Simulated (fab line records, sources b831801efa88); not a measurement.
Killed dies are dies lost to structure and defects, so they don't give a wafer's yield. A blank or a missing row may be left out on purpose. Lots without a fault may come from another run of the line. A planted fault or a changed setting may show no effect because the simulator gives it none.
fab line records | flow sky130
record lots=7 wafers=21 last_day=49
route steps=708 shown SONOS_ONO@182 GATE_OXIDE@187 PAD_OPEN@708
lots that met no fault: from a run of the same line without faults
start_h: hours from the record's first day to the start of the lot's first wafer shown | wait_h: hours since the lot's step before | " the same as in the row above | L1.1+2: a row that stands for several wafers | - no value, or no start given | * or withheld: withheld | < > ~ a bound
route shown NAME@n: a module of which the file shows steps, and the number in the route of the first | usual: mean/standard deviation of fault-free wafers | same: alike in all rows | chamber/n: place in a boat | sites: the reading at each site | _std_site: their standard deviation | _edge_site: outer sites' mean less inner sites' | radius_mm: how far each site lies from the wafer's centre | mask NAME#n: copy n | behind: the tool/chamber that last shaped the wafer | hold: why the lot was held/for how many hours/how that ended | device: the transistor (n, p or np) that didn't switch | end of line: the same wafers' tests at the end of the route | a step without rows: its recipe alone | killed: dies lost to structure and defects at the first sort, not the wafer's yield | map: a wafer's dies, x killed, . not, _ none there
set.NAME: the setting as run; set.NAME@STEP: as run at that earlier step | model.NAME: the simulator's own value behind a step, which no gauge read
lots at some steps of the route; a table a step, a row a wafer
services: from which hour (start_h, from the record's first day; less than 0 if before it) a tool's chamber was out of use, for how many hours, and why
## steps
# step SKY_SONOS_ONO_OVL_MEAS_14
# usual SONOS_ONO_OVL=-0.9/1.5
# columns lot.wafer tool chamber start_h wait_h SONOS_ONO_OVL[nm]
L692.2 overlay-02 - 274.48 0.1 0.1
L692.3 " - " " -1.1
L692.4 " - " " -1.0
L694.2 overlay-01 - 301.58 0.1 -2.0
L694.3 " - " " -2.5
L694.6 " - " " -1.3
L696.3 overlay-02 - 405.53 0.1 1.2
L696.5 " - " " 1.9
L696.6 " - " " 0.3
L698.1 overlay-02 - 405.68 0.1 -0.3
L698.5 " - " " 0.8
L698.6 " - " " 1.2
L697.3 overlay-02 - 406.18 0.1 -2.2
L697.4 " - " " -2.6
L697.5 " - " " 0.5
L702.1 overlay-02 - 407.56 0.1 -1.8
L702.5 " - " " -1.7
L702.6 " - " " -1.7
L706.1 overlay-01 - 415.01 0.1 -0.1
L706.2 " - " " 0.0
L706.5 " - " " -1.0
# step SKY_SONOS_ONO_ETCH_15
# recipe target_depth_nm=19.52 chemistry=CHF3/O2 source_w=600 bias_w=200 pressure_mtorr=40 chf3_flow_sccm=50 O2_flow_sccm=5 time_s=7.8
# usual drypump_motor_current_A=5.7/0.38 oes_product_au=0.995/0.013 rf_fwd_power_W=587.7/2.9 throttle_valve_pct=8.823/0.009
# columns lot.wafer tool chamber start_h wait_h drypump_motor_current_A oes_product_au rf_fwd_power_W rf_hours_counter_h throttle_valve_pct
L692.2 rie_diel-04 2 274.51 0.0 6.0 1.006 581.9 2 8.840
L692.3 " 1 " " 5.2 0.990 593.2 13 8.827
L692.4 " 3 " " 5.7 1.006 584.5 116 8.820
L694.2 rie_diel-04 3 301.61 0.0 5.8 1.013 585.5 116 8.825
L694.3 " 2 " " 6.1 1.004 585.4 3 8.835
L694.6 " 1 " " 5.1 0.996 591.4 - 8.822
L696.3 rie_diel-02 1 405.56 0.0 5.6 0.969 586.8 85 8.823
L696.5 " 2 " " 6.4 0.992 591.9 - 8.819
L696.6 " 3 " " 5.1 0.978 584.3 - 8.823
L698.1 rie_diel-04 0 405.71 0.0 5.3 0.996 592.2 1 8.814
L698.5 " 0 " " 5.4 0.990 592.5 - 8.822
L698.6 " 1 " " 5.2 1.020 590.0 - 8.832
L697.3 rie_diel-02 0 406.21 0.0 5.9 1.001 587.4 7 8.819
L697.4 " 2 " " 6.4 0.989 589.0 30 8.818
L697.5 " 2 " " 6.4 0.985 588.1 - 8.827
L702.1 rie_diel-04 1 407.60 0.0 5.2 1.012 591.2 16 8.826
L702.5 " 2 " " 6.1 0.992 584.5 - 8.821
L702.6 " 0 " " 5.4 0.980 589.8 - 8.806
L706.1 rie_diel-03 1 415.05 0.0 5.5 1.010 588.2 8 8.830
L706.2 " 0 " " 5.9 0.990 589.5 97 8.821
L706.5 " 0 " " 5.9 0.990 590.8 - 8.820
# step SKY_SONOS_ONO_WET_ETCH_16
# recipe chemistry=dHF target_depth_nm=14 dry=n2_spin target=SiO2 dilution=100:1 temp_c=25 time_s=280
# step SKY_SONOS_ONO_STRIP_17
# recipe chemistry=O2/N2 power_w=1400 pressure_mtorr=1500 platen_temp_c=withheld o2_flow_sccm=3000 n2_flow_sccm=300 overash_fraction=0.5
# usual drypump_motor_current_A=5.8/0.58 oes_product_au=0.710/0.0046 strip_time_to_endpoint_s=14.08/0.042
# columns lot.wafer tool chamber start_h wait_h drypump_motor_current_A oes_product_au rf_hours_counter_h strip_time_to_endpoint_s
L692.2 plasma_asher-01 0 274.61 0.0 5.3 0.707 15 14.14
L692.3 " 1 " " 5.6 0.707 - 14.13
L692.4 " 0 " " 5.3 0.703 - 14.12
L694.2 plasma_asher-02 1 301.71 0.0 5.4 0.699 49 14.10
L694.3 " 1 " " 5.4 0.710 - 14.07
L694.6 " 0 " " 6.7 0.712 - 14.16
L696.3 plasma_asher-04 0 405.70 0.0 5.3 0.710 - 14.14
L696.5 " 1 " " 6.5 0.709 - 14.10
L696.6 " 0 " " 5.3 0.714 - 14.12
L698.1 plasma_asher-02 1 405.82 0.0 5.4 0.712 60 14.02
L698.5 " 1 " " 5.4 0.717 - 14.06
L698.6 " 0 " " 6.8 0.713 - 14.04
L697.3 plasma_asher-04 0 406.35 0.0 5.2 0.712 - 14.12
L697.4 " 1 " " 6.5 0.716 - 14.13
L697.5 " 0 " " 5.2 0.711 - 14.09
L702.1 plasma_asher-02 1 407.71 0.0 5.3 0.710 60 14.05
L702.5 " 1 " " 5.3 0.705 - 14.05
L702.6 " 0 " " 6.8 0.708 - 14.07
L706.1 plasma_asher-01 1 415.15 0.0 5.6 0.709 29 14.04
L706.2 " 0 " " 5.3 0.717 29 14.08
L706.5 " 1 " " 5.6 0.712 - 14.08
# step SKY_SONOS_ONO_WET_ETCH_18
# recipe chemistry=H3PO4 target_depth_nm=15 target=Si3N4 temp_c=160 time_s=172
# step SKY_GATE_OXIDE_CLEAN_00
# recipe chemistry=SC1/SC2 mix=1:4:20 temp_c=70 time_s=150 dry=n2_spin
# step SKY_GATE_OXIDE_OXIDATION_01
# recipe temp_c=900 ambient=O2 stabilise_s=600 purge_s=300 target_thk_a=102.68 ox_time_s=1473
# step SKY_GATE_OXIDE_THK_MEAS_02
# recipe reads=SiO2_of_GATE_OXIDE_OXIDATION_01
# usual GATE_OXIDE_OXIDATION_00_THK=10.31/0.25
# columns lot.wafer tool chamber start_h wait_h GATE_OXIDE_OXIDATION_00_THK[nm]
L692.2 film_metro-01 - 277.97 0.0 10.31
L692.3 " - " " 10.07
L692.4 " - " " 10.28
L694.2 film_metro-03 - 304.69 0.0 9.91
L694.3 " - " " 9.97
L694.6 " - " " 9.97
L696.3 film_metro-01 - 407.31 0.0 10.09
L696.5 " - " " 10.07
L696.6 " - " " 10.05
L698.1 film_metro-01 - 408.04 0.0 10.42
L698.5 " - " " 10.30
L698.6 " - " " 10.48
L697.3 film_metro-04 - 408.06 0.0 10.15
L697.4 " - " " 10.41
L697.5 " - " " 10.28
L702.1 film_metro-01 - 409.51 0.1 10.73
L702.5 " - " " 10.69
L702.6 " - " " 10.60
L706.1 film_metro-01 - 417.36 0.0 10.00
L706.2 " - " " 10.16
L706.5 " - " " 10.12
# step SKY_GATE_OXIDE_DEHYDRATE_03
# recipe temp_c=200 time_s=60
# step SKY_GATE_OXIDE_HMDS_04
# recipe prime_time_s=60 prime_temp_c=120
# step SKY_GATE_OXIDE_COAT_05
# recipe resist=NOVOLAK spin_rpm=3000 resist_thk_nm=1140
# step SKY_GATE_OXIDE_SOFTBAKE_06
# recipe temp_c=90 time_s=60 resist=NOVOLAK
# step SKY_GATE_OXIDE_EXPOSE_07
# recipe mask_id=LVOM na=0.6 source_shape=conventional sigma_outer=0.6 polarization=unpolarized target_cd_nm=600 dose_mj=170
# usual stage_vel_mm_s=500.03/0.24
# columns lot.wafer tool chamber start_h wait_h mask stage_vel_mm_s model.GATE_OXIDE.overlay_x_nm
L692.2 iline_stepper-02 0 290.30 - LVOM#0 499.89 1.422
L692.3 " 0 " " LVOM#0 500.05 1.422
L692.4 " 0 " " LVOM#0 500.15 1.422
L694.2 iline_stepper-02 0 316.12 - LVOM#0 500.62 -162
L694.3 " 0 " " LVOM#0 500.43 -162
L694.6 " 0 " " LVOM#0 500.37 -162
L696.3 iline_stepper-02 0 422.27 - LVOM#0 500.53 -158.7
L696.5 " 0 " " LVOM#0 500.04 -158.7
L696.6 " 0 " " LVOM#0 500.25 -158.7
L698.1 iline_stepper-01 0 422.83 - LVOM#0 500.17 -0.1122
L698.5 " 0 " " LVOM#0 499.89 -0.1122
L698.6 " 0 " " LVOM#0 500.42 -0.1122
L697.3 iline_stepper-02 0 423.11 - LVOM#0 499.66 -162.2
L697.4 " 0 " " LVOM#0 500.01 -162.2
L697.5 " 0 " " LVOM#0 500.26 -162.2
L702.1 iline_stepper-01 0 425.11 - LVOM#0 499.76 1.612
L702.5 " 0 " " LVOM#0 499.75 1.612
L702.6 " 0 " " LVOM#0 500.06 1.612
L706.1 iline_stepper-01 0 431.96 - LVOM#0 499.94 -1.066
L706.2 " 0 " " LVOM#0 500.31 -1.066
L706.5 " 0 " " LVOM#0 500.00 -1.066
# step SKY_GATE_OXIDE_PEB_08
# recipe temp_c=withheld time_s=* resist=NOVOLAK
# step SKY_GATE_OXIDE_DEVELOP_09
# recipe resist=NOVOLAK developer=TMAH develop_time_s=60 dev_temp_c=23
# step SKY_GATE_OXIDE_OVL_MEAS_10
# usual GATE_OXIDE_OVL=-0.2/1.4
# columns lot.wafer tool chamber start_h wait_h GATE_OXIDE_OVL[nm]
L692.2 overlay-01 - 302.06 0.1 1.5
L692.3 " - " " 0.6
L692.4 " - " " -0.7
L694.2 overlay-02 - 328.36 0.1 -163.2
L694.3 " - " " -163.2
L694.6 " - " " -160.5
L696.3 overlay-01 - 436.67 0.1 -162.4
L696.5 " - " " -162.9
L696.6 " - " " -162.7
L698.1 overlay-02 - 436.96 0.1 0.7
L698.5 " - " " 0.9
L698.6 " - " " 0.5
L697.3 overlay-01 - 437.27 0.1 -163.4
L697.4 " - " " -164.5
L697.5 " - " " -162.2
L702.1 overlay-01 - 439.21 0.1 0.2
L702.5 " - " " -0.7
L702.6 " - " " 0.2
L706.1 overlay-02 - 445.65 0.1 -0.5
L706.2 " - " " 0.2
L706.5 " - " " 0.3
# step SKY_GATE_OXIDE_IMPLANT_11
# recipe species=B energy_kev=10 dose_cm2=2.6e+12 tilt_deg=withheld
# step SKY_PAD_OPEN_PROBE_99
# usual killed_at_M0_to_M3=42/7.3 killed_at_M4_up=3.4/2 killed_at_contacts=24/5.8 killed_at_front_end=15/4.6 killed_at_other=0.3/0.62 killed_dies=84/9.8 killed_open=47/6.9 killed_short=38/6.3
# same gross_dies=492 killed_at_back_side=0
# columns lot.wafer tool chamber start_h wait_h killed_at_M0_to_M3 killed_at_M4_up killed_at_contacts killed_at_front_end killed_at_other killed_dies killed_open killed_short
L694.2 prober-02 - 1098.96 0.1 59 4 17 8 0 88 48 40
L694.3 prober-02 - 1099.01 0.2 41 6 22 9 0 78 43 35
L694.6 prober-02 - 1099.16 0.2 33 2 17 15 0 67 39 28
L706.2 prober-02 - 1171.25 0.1 47 4 26 11 0 88 40 48
L706.5 prober-02 - 1171.40 0.2 49 4 30 3 0 86 46 40
# killed by level:class
L694.2 VIA1:geometric_particle:open=17 METAL2:geometric_particle:short=8 VIA2:geometric_particle:open=7 CONTACT:geometric_particle:open=6 VIA1:geometric_particle:short=6 VIA3:geometric_particle:open=6 FIELD_ISO:geometric_particle:open=5 LI_CONTACT:geometric_particle:open=5
L694.3 CONTACT:geometric_particle:open=10 VIA1:geometric_particle:open=9 VIA2:geometric_particle:open=8 METAL2:geometric_particle:short=7 LI_CONTACT:geometric_particle:open=4 LOCAL_INTERCONNECT:geometric_particle:short=4 METAL4:geometric_particle:short=4 VIA2:geometric_particle:short=4
L694.6 VIA1:geometric_particle:open=10 FIELD_ISO:geometric_particle:short=5 CONTACT:geometric_particle:short=5 VIA2:geometric_particle:open=5 FIELD_ISO:geometric_particle:open=4 POLY_GATE:geometric_particle:open=4 LI_CONTACT:geometric_particle:open=4 METAL2:geometric_particle:short=4
L706.2 CONTACT:geometric_particle:short=8 METAL2:geometric_particle:short=6 VIA1:geometric_particle:short=6 VIA1:geometric_particle:open=6 VIA3:geometric_particle:open=6 LI_CONTACT:geometric_particle:open=5 CONTACT:geometric_particle:open=5 METAL1:geometric_particle:short=5
L706.5 VIA1:geometric_particle:open=12 CONTACT:geometric_particle:open=11 VIA2:geometric_particle:open=10 LOCAL_INTERCONNECT:geometric_particle:short=7 LI_CONTACT:geometric_particle:open=6 VIA3:geometric_particle:short=6 VIA1:geometric_particle:short=5 METAL1:geometric_particle:short=4
## services
# columns tool chamber start_h hours kind
rie_diel-02 - 254.29 4.0 pm
iline_stepper-01 - 261.00 3.5 repair
rie_diel-02 - 261.85 0.2 repair
rie_diel-04 3 277.15 4.5 repair
rie_diel-02 2 303.16 4.2 repair
rie_diel-02 - 304.19 2.8 pm
iline_stepper-02 - 320.51 1.8 repair
plasma_asher-02 - 325.50 1.6 repair
rie_diel-02 1 337.94 8.3 repair
rie_diel-04 3 339.07 5.9 repair
rie_diel-04 1 346.15 11.2 repair
iline_stepper-02 - 346.75 1.7 pm
iline_stepper-01 - 348.48 1.7 pm
rie_diel-04 0 357.35 - clean
rie_diel-04 0 357.35 21.6 scheduled_down
rie_diel-04 0 357.35 21.6 vent_cycle
iline_stepper-01 - 376.93 12.0 repair
rie_diel-04 3 378.91 - clean
rie_diel-04 3 378.91 31.9 scheduled_down
rie_diel-03 1 380.02 5.5 repair
plasma_asher-04 - 381.83 20.0 repair
plasma_asher-04 - 382.02 2.9 repair
iline_stepper-02 - 408.16 4.4 pm
rie_diel-03 3 409.50 10.0 repair
## key
first_sign step=SKY_GATE_OXIDE_OVL_MEAS_10 reading=GATE_OXIDE_OVL direction=down sigmas=99+ usual=-0.2 struck=-162.8
effect none on later readings
model_effect step=SKY_GATE_OXIDE_EXPOSE_07 value=GATE_OXIDE.overlay_x_nm without=0.2678 struck=-161
met_at SKY_GATE_OXIDE_EXPOSE_07
struck_wafers L694.2,L694.3,L694.6,L696.3,L696.5,L696.6,L697.3,L697.4,L697.5
tester_left_out L694,L696,L697
onset_between 290.30 316.12
fault kind=scanner_matching_overlay tool=iline_stepper-02 chamber=- onset_h=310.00 steps=SKY_GATE_OXIDE_EXPOSE_07 offset=-161.24
# tester_left_out: of these lots the tester's yield and bins aren't shown, on N5 and GAA mostly nor the transistor test; their killed dies are dies lost to structure and defects alone, not to doping, threshold or leakage, so they don't give the yield
